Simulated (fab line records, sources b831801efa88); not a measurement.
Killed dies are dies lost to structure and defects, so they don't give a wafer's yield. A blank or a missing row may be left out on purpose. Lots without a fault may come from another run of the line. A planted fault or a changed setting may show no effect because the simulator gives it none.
Problem report in the 8D (eight disciplines) form, filled by code | flow sky130 | the parts of the form that need people (team, actions taken, sign-off) are left out

1. THE PROBLEM
VIA4_HDPCVD_THK at SKY_VIA4_THK_MEAS_01 reads a mean of 1179 nm on 1 wafer of 1 lot; wafers without a fault read 1755 nm with a standard deviation of 23. That is -25 standard deviations from the usual mean.
First seen on wafer L716.2, day 43 15:31, on film_metro-04. The record holds 36 wafers of 12 lots with a number at this step. Rule for "out", or "out of limits": more than 4 standard deviations from the usual mean. The other wafers with a number count as sound.

2. WHAT IT IS AND WHAT IT IS NOT
question                    | is                | is not
which readings at this step | VIA4_HDPCVD_THK   | -
which lots                  | L716              | L711, L713, L717, L718, L720, L727, L728, L729, L730, L732, L733
which wafers of those lots  | L716.2            | L716.3, L716.5
read on which gauges        | film_metro-04     | film_metro-02, film_metro-03
when                        | from day 43 15:31 | up to then (11 sound wafers); but 24 sound wafers of L718, L720, L727, L728, L729, L730, L732, L733 came after

3. SUSPECTS, AND WHAT RULES EACH OUT
Counting: a tool at a process step up to the reading stays a suspect if it ran every lot that is out. Sound lots after the first of them don't rule it out here, since some wafers of a struck lot are sound.
- the gauge at SKY_VIA4_THK_MEAS_01: kept. All the wafers that are out were read on film_metro-04, and no step on other tools shows them out.
- rie_metal-03 at SKY_METAL4_ETCH_16 (etches BARC in N2/H2, stops on SiO2, time 88.2 s, target depth 60 nm): kept. It ran the lot that is out, L716 (day 43 14:26).
- hdpcvd-02 at SKY_VIA4_HDPCVD_00 (deposits SiO2, target thk 1750 nm, time 291.7 s): kept. It ran the lot that is out, L716 (day 43 15:19); its last sound lot up to then is L717 (day 43 13:54).
Left after counting: rie_metal-03 at SKY_METAL4_ETCH_16, hdpcvd-02 at SKY_VIA4_HDPCVD_00, film_metro-04 at SKY_VIA4_THK_MEAS_01.

4. THE CAUSE (what the simulator had put in)
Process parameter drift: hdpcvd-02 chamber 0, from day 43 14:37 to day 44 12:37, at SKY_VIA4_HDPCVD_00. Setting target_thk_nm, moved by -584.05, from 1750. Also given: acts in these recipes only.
Counting left 3 suspects, and this tool is among them.

5. THE CHAIN OF EFFECTS, in route order
Each row: a reading whose mean over the struck wafers that have a number lies more than 3 standard deviations from the usual. Only readings for which the record gives a usual standard deviation are gone through. hours: the time from each lot's start at the first step in this table that gives one to its start at this step, as a median over the lots. sigmas: the change in usual standard deviations.
hours | step                 | reading         | usual   | on struck wafers | change | sigmas
0     | SKY_VIA4_THK_MEAS_01 | VIA4_HDPCVD_THK | 1755 nm | 1179             | -576   | -25

6. WHAT WOULD HAVE CAUGHT IT SOONER
In this record the first reading out of limits at a measuring or inspecting step was taken at day 43 15:31, 1 hour after the fault began at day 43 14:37.
All the lots that are out (1) had begun SKY_VIA4_HDPCVD_00 on hdpcvd-02 by day 43 15:31. A hold on the tool at that time would have spared none of them.
